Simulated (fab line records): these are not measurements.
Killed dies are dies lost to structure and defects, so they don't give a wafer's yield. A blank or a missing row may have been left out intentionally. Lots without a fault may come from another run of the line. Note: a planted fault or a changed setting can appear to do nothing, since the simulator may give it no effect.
fab line records | flow gf180mcu
[record] lots = 14 | wafers = 42 | last_day = 34
route steps=602 shown V4@500 MIM@514 M5@536 V5@541
lots that met no fault: from a run of the same line without faults
start_h: the number of hours between the record's first day and the start of the first shown wafer of the lot | wait_h: how many hours have passed since the lot's step before this one | " unchanged from the row above | L1.1+2: a single row standing in for several wafers | - no value present, or no start provided | * or withheld: withheld | < > ~ a bound
route shown NAME@n: NAME is a module with steps in the file, n the number in the route of the first one | usual: mean/standard deviation of fault-free wafers | same: alike in all rows | chamber/n: place in a boat | sites: each site's reading | _std_site: standard deviation across them | _edge_site: mean of outer sites minus mean of inner sites | radius_mm: how far each site lies from the wafer's centre | mask NAME#n: copy n | behind: the most recent tool/chamber to have shaped the wafer | hold: the reason the lot was held/the length of the hold in hours/how it ended | device: names the non-switching transistor (n, p or np) | end of line: the same wafers' tests at the end of the route | for a step that has no rows: nothing shown but its recipe | killed: dies lost to structure and defects at the first sort, not the wafer's yield | map: per-die view of a wafer (x killed, . not killed, _ where there is no die)
set.NAME: the setting that was run; set.NAME@STEP: the one run at that earlier step | model.NAME: the simulator's own value behind a step, which no gauge read
one table for each step of the route and one row for each wafer, over a sample of lots
services: from which hour (start_h, from the record's first day; less than 0 if before it) a tool's chamber was out of use, for how many hours, and why
[[steps]]
[step GF_V4_RS_MEAS_24]
[recipe] thk_meas_gauge = four-point-probe | reads = W_of_V4_CVD_23+TiN_of_V4_SPUTTER_22+Ti_of_V4_SPUTTER_21
[usual] V4_W_RS = 0.328/0.0043
lot.wafer | tool          | chamber | start_h | wait_h | V4_W_RS[ohm/sq]
L509.2    | film_metro-02 | -       | 562.21  | 0.1    | 0.327
L509.3    | "             | -       | "       | "      | 0.332
L509.5    | "             | -       | "       | "      | 0.327
L510.2    | film_metro-04 | -       | 573.50  | 0.1    | 0.328
L510.3    | "             | -       | "       | "      | 0.329
L510.6    | "             | -       | "       | "      | 0.325
L511.1    | film_metro-02 | -       | 580.68  | 0.1    | 0.327
L511.3    | "             | -       | "       | "      | 0.330
L511.5    | "             | -       | "       | "      | 0.329
L513.1    | film_metro-02 | -       | 594.79  | 0.1    | 0.318
L513.3    | "             | -       | "       | "      | 0.321
L513.6    | "             | -       | "       | "      | 0.323
L514.3    | film_metro-04 | -       | 597.94  | 0.1    | 0.330
L514.4    | "             | -       | "       | "      | 0.331
L514.6    | "             | -       | "       | "      | 0.333
L515.1    | film_metro-02 | -       | 612.30  | 0.1    | 0.327
L515.2    | "             | -       | "       | "      | 0.326
L515.6    | "             | -       | "       | "      | 0.321
L516.1    | film_metro-04 | -       | 618.68  | 0.1    | 0.333
L516.3    | "             | -       | "       | "      | 0.330
L516.4    | "             | -       | "       | "      | 0.333
L518.3    | film_metro-02 | -       | 636.58  | 0.1    | 0.323
L518.5    | "             | -       | "       | "      | 0.330
L518.6    | "             | -       | "       | "      | 0.323
L523.2    | film_metro-04 | -       | 676.57  | 0.1    | 0.326
L523.4    | "             | -       | "       | "      | 0.324
L523.5    | "             | -       | "       | "      | 0.324
L525.3    | film_metro-02 | -       | 685.97  | 0.1    | 0.330
L525.4    | "             | -       | "       | "      | 0.322
L525.6    | "             | -       | "       | "      | 0.325
L528.2    | film_metro-02 | -       | 703.35  | 0.1    | 0.330
L528.5    | "             | -       | "       | "      | 0.325
L528.6    | "             | -       | "       | "      | 0.331
L530.1    | film_metro-02 | -       | 719.04  | 0.1    | 0.326
L530.2    | "             | -       | "       | "      | 0.327
L530.4    | "             | -       | "       | "      | 0.327
L531.1    | film_metro-02 | -       | 725.23  | 0.1    | 0.330
L531.3    | "             | -       | "       | "      | 0.326
L531.6    | "             | -       | "       | "      | 0.327
L532.2    | film_metro-02 | -       | 733.45  | 0.1    | 0.328
L532.3    | "             | -       | "       | "      | 0.324
L532.4    | "             | -       | "       | "      | 0.331
[step GF_MIM_THK_MEAS_11]
[recipe] thk_meas_gauge = xrf | reads = AlCu_of_MIM_SPUTTER_08
[usual] MIM_ALCU_THK = 197.7/2.5
lot.wafer | tool          | chamber | start_h | wait_h | MIM_ALCU_THK[nm]
L509.2    | film_metro-01 | -       | 563.21  | 0.1    | 199.2
L509.3    | "             | -       | "       | "      | 197.3
L509.5    | "             | -       | "       | "      | 196.6
L510.2    | film_metro-03 | -       | 574.51  | 0.1    | 200.0
L510.3    | "             | -       | "       | "      | 198.5
L510.6    | "             | -       | "       | "      | 200.4
L511.1    | film_metro-03 | -       | 581.69  | 0.1    | 192.1
L511.3    | "             | -       | "       | "      | 193.2
L511.5    | "             | -       | "       | "      | 191.8
L513.1    | film_metro-01 | -       | 595.80  | 0.1    | 197.4
L513.3    | "             | -       | "       | "      | 201.7
L513.6    | "             | -       | "       | "      | 199.5
L514.3    | film_metro-02 | -       | 598.93  | 0.1    | 197.1
L514.4    | "             | -       | "       | "      | 192.2
L514.6    | "             | -       | "       | "      | 190.3
L515.1    | film_metro-03 | -       | 613.32  | 0.1    | 198.5
L515.2    | "             | -       | "       | "      | 194.0
L515.6    | "             | -       | "       | "      | 196.9
L516.1    | film_metro-01 | -       | 619.69  | 0.1    | 196.5
L516.3    | "             | -       | "       | "      | 200.5
L516.4    | "             | -       | "       | "      | 196.6
L518.3    | film_metro-02 | -       | 637.58  | 0.1    | 194.9
L518.5    | "             | -       | "       | "      | 197.5
L518.6    | "             | -       | "       | "      | 195.1
L523.2    | film_metro-03 | -       | 677.58  | 0.1    | 195.6
L523.4    | "             | -       | "       | "      | 195.8
L523.5    | "             | -       | "       | "      | 195.4
L525.3    | film_metro-01 | -       | 686.96  | 0.1    | 197.1
L525.4    | "             | -       | "       | "      | 195.9
L525.6    | "             | -       | "       | "      | 196.3
L528.2    | film_metro-03 | -       | 704.36  | 0.1    | 199.3
L528.5    | "             | -       | "       | "      | 201.3
L528.6    | "             | -       | "       | "      | 200.4
L530.1    | film_metro-01 | -       | 720.28  | 0.1    | 201.1
L530.2    | "             | -       | "       | "      | 200.8
L530.4    | "             | -       | "       | "      | 205.2
L531.1    | film_metro-02 | -       | 726.24  | 0.1    | 198.5
L531.3    | "             | -       | "       | "      | 195.8
L531.6    | "             | -       | "       | "      | 198.0
L532.2    | film_metro-02 | -       | 734.61  | 0.1    | 197.3
L532.3    | "             | -       | "       | "      | 196.3
L532.4    | "             | -       | "       | "      | 195.1
[step GF_M5_METAL_ETCH_10]
[recipe] chemistry = Cl2/BCl3 | mask_material = KrF | target_depth_nm = 627.5 | stop_on = SiO2 | pressure_mtorr = 8 | icp_w = 800 | bias_w = 140 | Cl2_flow_sccm = 80 | bcl3_flow_sccm = 40 | time_s = 104.6
[usual] drypump_motor_current_A = 5.7/0.39 | oes_product_au = 0.971/0.007 | rf_fwd_power_W = 794/3.5 | throttle_valve_pct = 28.252/0.011
lot.wafer | tool         | chamber | start_h | wait_h | drypump_motor_current_A | oes_product_au | rf_fwd_power_W | rf_hours_counter_h | throttle_valve_pct
L509.2    | rie_metal-01 | 1       | 605.41  | 0.0    | 5.0                     | 0.977          | 792            | -                  | 28.242
L509.3    | "            | 1       | "       | "      | 5.0                     | 0.974          | 791            | -                  | 28.245
L509.5    | "            | 1       | "       | "      | 5.0                     | 0.984          | 789            | -                  | 28.242
L510.2    | rie_metal-02 | 1       | 616.78  | 0.0    | 6.2                     | 0.979          | 795            | 1                  | 28.247
L510.3    | "            | 0       | "       | "      | 5.8                     | 0.973          | 796            | -                  | 28.229
L510.6    | "            | 0       | "       | "      | 5.8                     | 0.973          | 794            | -                  | 28.267
L511.1    | rie_metal-02 | 1       | 622.98  | 0.0    | 6.3                     | 0.965          | 798            | 2                  | 28.257
L511.3    | "            | 0       | "       | "      | 5.7                     | 0.964          | 800            | -                  | 28.262
L511.5    | "            | 0       | "       | "      | 5.7                     | 0.963          | 800            | -                  | 28.267
L513.1    | rie_metal-02 | 0       | 636.88  | 0.0    | 5.8                     | 0.966          | 796            | 7                  | 28.241
L513.3    | "            | 1       | "       | "      | 6.3                     | 0.982          | 793            | -                  | 28.251
L513.6    | "            | 0       | "       | "      | 5.7                     | 0.974          | 801            | -                  | 28.253
L514.3    | rie_metal-03 | 1       | 639.90  | 0.1    | 5.8                     | 0.965          | 793            | -                  | 28.256
L514.4    | "            | 1       | "       | "      | 5.7                     | 0.965          | 797            | -                  | 28.253
L514.6    | "            | 1       | "       | "      | 5.8                     | 0.973          | 789            | -                  | 28.269
L515.1    | rie_metal-03 | 1       | 654.05  | 0.0    | 5.7                     | 0.967          | 798            | 13                 | 28.259
L515.2    | "            | 0       | "       | "      | 5.7                     | 0.967          | 787            | 0                  | 28.275
L515.6    | "            | 1       | "       | "      | 5.8                     | 0.979          | 797            | -                  | 28.237
L516.1    | rie_metal-03 | 0       | 659.06  | 0.0    | 5.7                     | 0.981          | 787            | 1                  | 28.253
L516.3    | "            | 0       | "       | "      | 5.7                     | 0.965          | 790            | -                  | 28.257
L516.4    | "            | 0       | "       | "      | 5.7                     | 0.977          | 786            | -                  | 28.241
L518.3    | rie_metal-02 | 1       | 677.79  | 0.0    | 6.2                     | 0.979          | 795            | -                  | 28.248
L518.5    | "            | 1       | "       | "      | 6.2                     | 0.979          | 795            | -                  | 28.249
L518.6    | "            | 0       | "       | "      | 5.7                     | 0.982          | 793            | -                  | 28.241
L523.2    | rie_metal-01 | 1       | 714.80  | 0.0    | 5.0                     | 0.975          | 789            | 3                  | 28.255
L523.4    | "            | 1       | "       | "      | 5.0                     | 0.977          | 793            | -                  | 28.267
L523.5    | "            | 0       | "       | "      | 6.2                     | 0.916          | 668            | -                  | 28.302
L525.3    | rie_metal-01 | 0       | 723.11  | 0.0    | 6.2                     | 0.920          | 663            | -                  | 28.299
L525.4    | "            | 1       | "       | "      | 5.0                     | 0.956          | 789            | -                  | 28.253
L525.6    | "            | 1       | "       | "      | 5.0                     | 0.969          | 788            | -                  | 28.269
L528.2    | rie_metal-02 | 0       | 741.09  | 0.0    | 5.7                     | 0.973          | 795            | -                  | 28.263
L528.5    | "            | 0       | "       | "      | 5.7                     | 0.974          | 796            | -                  | 28.246
L528.6    | "            | 0       | "       | "      | 5.7                     | 0.976          | 795            | -                  | 28.266
L530.1    | rie_metal-03 | 0       | 755.32  | 0.0    | 5.7                     | 0.963          | 790            | 5                  | 28.265
L530.2    | "            | 1       | "       | "      | 5.7                     | 0.958          | 792            | 3                  | 28.241
L530.4    | "            | 0       | "       | "      | 5.7                     | 0.955          | 792            | -                  | 28.266
L531.1    | rie_metal-02 | 0       | 761.00  | 0.0    | 5.7                     | 0.973          | 799            | 12                 | 28.234
L531.3    | "            | 0       | "       | "      | 5.7                     | 0.979          | 797            | -                  | 28.237
L531.6    | "            | 0       | "       | "      | 5.8                     | 0.988          | 797            | -                  | 28.238
L532.2    | rie_metal-02 | 0       | 768.31  | 0.0    | 5.7                     | 0.970          | 800            | -                  | 28.260
L532.3    | "            | 0       | "       | "      | 5.7                     | 0.971          | 796            | -                  | 28.238
L532.4    | "            | 0       | "       | "      | 5.7                     | 0.976          | 801            | -                  | 28.254
[step GF_M5_STRIP_11]
[recipe] chemistry = O2/N2 | power_w = 1400 | pressure_mtorr = 1500 | platen_temp_c = 250 | o2_flow_sccm = 3000 | n2_flow_sccm = 300 | overash_fraction = 0.5
[usual] drypump_motor_current_A = 5.5/0.44 | heater_power_w = 321/12 | n2_flow_sccm = 299.9/0.91 | o2_flow_sccm = 3000/9.8 | oes_product_au = 0.543/0.0047 | strip_time_to_endpoint_s = 7.54/0.042
lot.wafer | tool            | chamber | start_h | wait_h | drypump_motor_current_A | heater_power_w | n2_flow_sccm | o2_flow_sccm | oes_product_au | rf_hours_counter_h | strip_time_to_endpoint_s
L509.2    | plasma_asher-04 | 0       | 605.60  | 0.1    | 5.5                     | 325            | 300.2        | 2986         | 0.541          | 94                 | 7.53
L509.3    | "               | 0       | "       | "      | 5.5                     | 322            | 301.1        | 3001         | 0.548          | -                  | 7.53
L509.5    | "               | 1       | "       | "      | 4.8                     | 309            | 299.8        | 3015         | 0.537          | -                  | 7.56
L510.2    | plasma_asher-02 | 1       | 616.89  | 0.1    | 6.0                     | 320            | 299.9        | 2997         | 0.548          | 55                 | 7.56
L510.3    | "               | 0       | "       | "      | 5.4                     | 319            | 299.0        | 3011         | 0.545          | -                  | 7.57
L510.6    | "               | 1       | "       | "      | 6.0                     | 315            | 298.3        | 3001         | 0.545          | -                  | 7.55
L511.1    | plasma_asher-03 | 1       | 623.09  | 0.1    | 5.5                     | 341            | 299.6        | 3012         | 0.546          | 81                 | 7.58
L511.3    | "               | 1       | "       | "      | 5.4                     | 340            | 300.6        | 3006         | 0.547          | -                  | 7.59
L511.5    | "               | 0       | "       | "      | 6.1                     | 317            | 298.6        | 3008         | 0.539          | -                  | 7.57
L513.1    | plasma_asher-02 | 1       | 636.99  | 0.1    | 6.0                     | 311            | 301.5        | 2996         | 0.542          | 57                 | 7.58
L513.3    | "               | 1       | "       | "      | 6.0                     | 323            | 301.2        | 3000         | 0.555          | -                  | 7.60
L513.6    | "               | 1       | "       | "      | 6.0                     | 311            | 301.4        | 2992         | 0.548          | -                  | 7.55
L514.3    | plasma_asher-04 | 1       | 640.08  | 0.1    | 4.8                     | 306            | 299.7        | 3012         | 0.537          | -                  | 7.49
L514.4    | "               | 0       | "       | "      | 5.6                     | 318            | 298.0        | 3002         | 0.541          | -                  | 7.57
L514.6    | "               | 0       | "       | "      | 5.6                     | 316            | 300.8        | 2995         | 0.549          | -                  | 7.54
L515.1    | plasma_asher-04 | 1       | 654.16  | 0.1    | 4.8                     | 316            | 300.3        | 2991         | 0.543          | 99                 | 7.52
L515.2    | "               | 0       | "       | "      | 5.5                     | 325            | 299.1        | 2995         | 0.549          | 99                 | 7.57
L515.6    | "               | 1       | "       | "      | 4.8                     | 309            | 300.8        | 2998         | 0.543          | -                  | 7.54
L516.1    | plasma_asher-03 | 1       | 659.28  | 0.2    | 5.5                     | 344            | 301.4        | 2998         | 0.538          | 84                 | 7.53
L516.3    | "               | 0       | "       | "      | 6.1                     | 325            | 300.0        | 3012         | 0.543          | -                  | 7.58
L516.4    | "               | 1       | "       | "      | 5.5                     | 348            | 300.5        | 2988         | 0.536          | -                  | 7.57
L518.3    | plasma_asher-03 | 1       | 677.90  | 0.1    | 5.5                     | 348            | 301.7        | 2993         | 0.538          | -                  | 7.53
L518.5    | "               | 1       | "       | "      | 5.5                     | 356            | 301.9        | 3000         | 0.535          | -                  | 7.52
L518.6    | "               | 0       | "       | "      | 6.1                     | 327            | 298.5        | 3001         | 0.539          | -                  | 7.49
L523.2    | plasma_asher-04 | 1       | 714.95  | 0.1    | 4.8                     | 314            | 300.4        | 3020         | 0.538          | 106                | 7.57
L523.4    | "               | 0       | "       | "      | 5.5                     | 311            | 299.3        | 3010         | 0.539          | -                  | 7.54
L523.5    | "               | 1       | "       | "      | 4.8                     | 312            | 300.6        | 3009         | 0.552          | -                  | 7.83
L525.3    | plasma_asher-03 | 1       | 723.22  | 0.1    | 5.5                     | 342            | 299.7        | 3016         | 0.556          | -                  | 7.80
L525.4    | "               | 0       | "       | "      | 6.1                     | 323            | 299.8        | 2984         | 0.548          | -                  | 7.59
L525.6    | "               | 1       | "       | "      | 5.5                     | 348            | 300.2        | 2992         | 0.539          | -                  | 7.59
L528.2    | plasma_asher-02 | 1       | 741.28  | 0.1    | 6.0                     | 321            | 300.2        | 2987         | 0.544          | 67                 | 7.51
L528.5    | "               | 0       | "       | "      | 5.4                     | 320            | 300.6        | 2992         | 0.543          | -                  | 7.52
L528.6    | "               | 1       | "       | "      | 6.0                     | 314            | 300.1        | 3012         | 0.551          | -                  | 7.50
L530.1    | plasma_asher-04 | 0       | 755.44  | 0.1    | 5.5                     | 322            | 301.1        | 2994         | 0.543          | 1                  | 7.53
L530.2    | "               | 1       | "       | "      | 4.8                     | 303            | 299.6        | 2999         | 0.544          | 1                  | 7.54
L530.4    | "               | 0       | "       | "      | 5.6                     | 309            | 300.8        | 3000         | 0.545          | -                  | 7.52
L531.1    | plasma_asher-02 | 1       | 761.23  | 0.2    | 6.0                     | 310            | 299.9        | 2988         | 0.550          | 69                 | 7.49
L531.3    | "               | 1       | "       | "      | 6.0                     | 316            | 300.9        | 2997         | 0.544          | -                  | 7.53
L531.6    | "               | 1       | "       | "      | 6.0                     | 311            | 300.3        | 2988         | 0.545          | -                  | 7.54
L532.2    | plasma_asher-02 | 0       | 768.50  | 0.1    | 5.4                     | 320            | 299.1        | 3014         | 0.548          | 70                 | 7.57
L532.3    | "               | 0       | "       | "      | 5.4                     | 323            | 299.6        | 3017         | 0.543          | -                  | 7.56
L532.4    | "               | 1       | "       | "      | 6.0                     | 314            | 300.9        | 3009         | 0.537          | -                  | 7.50
[step GF_V5_THK_MEAS_01]
[recipe] reads = SiO2_of_V5_CVD_00
[usual] V5_CVD_00_THK = 301/3.5
lot.wafer | tool          | chamber | start_h | wait_h | V5_CVD_00_THK[nm]
L509.2    | film_metro-01 | -       | 606.20  | 0.0    | 310
L509.3    | "             | -       | "       | "      | 304
L509.5    | "             | -       | "       | "      | 299
L510.2    | film_metro-04 | -       | 617.48  | 0.0    | 305
L510.3    | "             | -       | "       | "      | 302
L510.6    | "             | -       | "       | "      | 302
L511.1    | film_metro-01 | -       | 623.73  | 0.0    | 302
L511.3    | "             | -       | "       | "      | 299
L511.5    | "             | -       | "       | "      | 305
L513.1    | film_metro-03 | -       | 637.57  | 0.0    | 300
L513.3    | "             | -       | "       | "      | 301
L513.6    | "             | -       | "       | "      | 300
L514.3    | film_metro-01 | -       | 640.68  | 0.0    | 304
L514.4    | "             | -       | "       | "      | 300
L514.6    | "             | -       | "       | "      | 303
L515.1    | film_metro-01 | -       | 654.74  | 0.0    | 297
L515.2    | "             | -       | "       | "      | 305
L515.6    | "             | -       | "       | "      | 305
L516.1    | film_metro-01 | -       | 660.26  | 0.0    | 299
L516.3    | "             | -       | "       | "      | 302
L516.4    | "             | -       | "       | "      | 303
L518.3    | film_metro-01 | -       | 678.46  | 0.0    | 305
L518.5    | "             | -       | "       | "      | 302
L518.6    | "             | -       | "       | "      | 308
L523.2    | film_metro-03 | -       | 715.55  | 0.0    | 302
L523.4    | "             | -       | "       | "      | 299
L523.5    | "             | -       | "       | "      | 299
L525.3    | film_metro-01 | -       | 723.79  | 0.0    | 301
L525.4    | "             | -       | "       | "      | 302
L525.6    | "             | -       | "       | "      | 300
L528.2    | film_metro-04 | -       | 741.93  | 0.0    | 303
L528.5    | "             | -       | "       | "      | 304
L528.6    | "             | -       | "       | "      | 299
L530.1    | film_metro-03 | -       | 756.02  | 0.0    | 301
L530.2    | "             | -       | "       | "      | 298
L530.4    | "             | -       | "       | "      | 297
L531.1    | film_metro-04 | -       | 761.84  | 0.0    | 299
L531.3    | "             | -       | "       | "      | 304
L531.6    | "             | -       | "       | "      | 297
L532.2    | film_metro-01 | -       | 769.10  | 0.0    | 307
L532.3    | "             | -       | "       | "      | 302
L532.4    | "             | -       | "       | "      | 296
[[services]]
tool            | chamber | start_h | hours | kind
plasma_asher-03 | -       | 595.57  | 2.8   | pm
rie_metal-02    | -       | 599.28  | 0.2   | repair
rie_metal-01    | 0       | 604.34  | 2.3   | repair
rie_metal-01    | 1       | 606.68  | -     | clean
rie_metal-01    | 1       | 606.68  | 19.3  | scheduled_down
rie_metal-03    | 0       | 618.49  | -     | clean
rie_metal-03    | 0       | 618.49  | 22.8  | scheduled_down
rie_metal-03    | 0       | 618.49  | 22.8  | vent_cycle
plasma_asher-02 | -       | 654.20  | 14.6  | pm
rie_metal-03    | 1       | 656.51  | -     | clean
rie_metal-03    | 1       | 656.51  | 18.1  | scheduled_down
rie_metal-03    | 1       | 656.51  | 18.1  | vent_cycle
rie_metal-02    | -       | 676.41  | 0.4   | repair
plasma_asher-03 | -       | 688.70  | 4.1   | repair
rie_metal-01    | 0       | 699.67  | 2.9   | repair
plasma_asher-03 | -       | 708.34  | 1.6   | repair
plasma_asher-04 | -       | 733.75  | 9.0   | pm
plasma_asher-04 | 0       | 733.75  | 9.0   | vent_cycle
plasma_asher-04 | 1       | 733.75  | 9.0   | vent_cycle
rie_metal-02    | 0       | 737.84  | 2.3   | repair
rie_metal-02    | 1       | 738.67  | 52.4  | repair
plasma_asher-04 | 0       | 742.75  | -     | clean
plasma_asher-04 | 1       | 742.75  | -     | clean
rie_metal-02    | -       | 746.39  | 14.6  | pm
[[key]]
[first_sign] step = GF_M5_METAL_ETCH_10 | reading = rf_fwd_power_W | direction = down | sigmas = 37 | usual = 794 | struck = 666
[effect] step = GF_M5_METAL_ETCH_10 | reading = oes_product_au | direction = down | sigmas = 7.6 | usual = 0.971 | struck = 0.918
[effect] step = GF_M5_STRIP_11 | reading = strip_time_to_endpoint_s | direction = up | sigmas = 6.5 | usual = * | struck = *
met_at GF_M5_METAL_ETCH_10
struck_lots L523,L525
struck_wafers L523.5,L525.3
sort_left_out L523.5,L525.3
not_acting_at GF_V4_RS_MEAS_24,GF_MIM_THK_MEAS_11,GF_V5_THK_MEAS_01
[fault] kind = process_parameter_drift | tool = rie_metal-01 | chamber = 0 | onset_h = 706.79 | steps = GF_M5_METAL_ETCH_10 | channel = icp_w | offset = -128 | shape = step | end_h = 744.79 | acts_in = these_recipes_only | stated = 800
// sort_left_out: the simulated sort isn't trusted on such a fault, so these wafers' sort isn't shown, and their yield isn't known
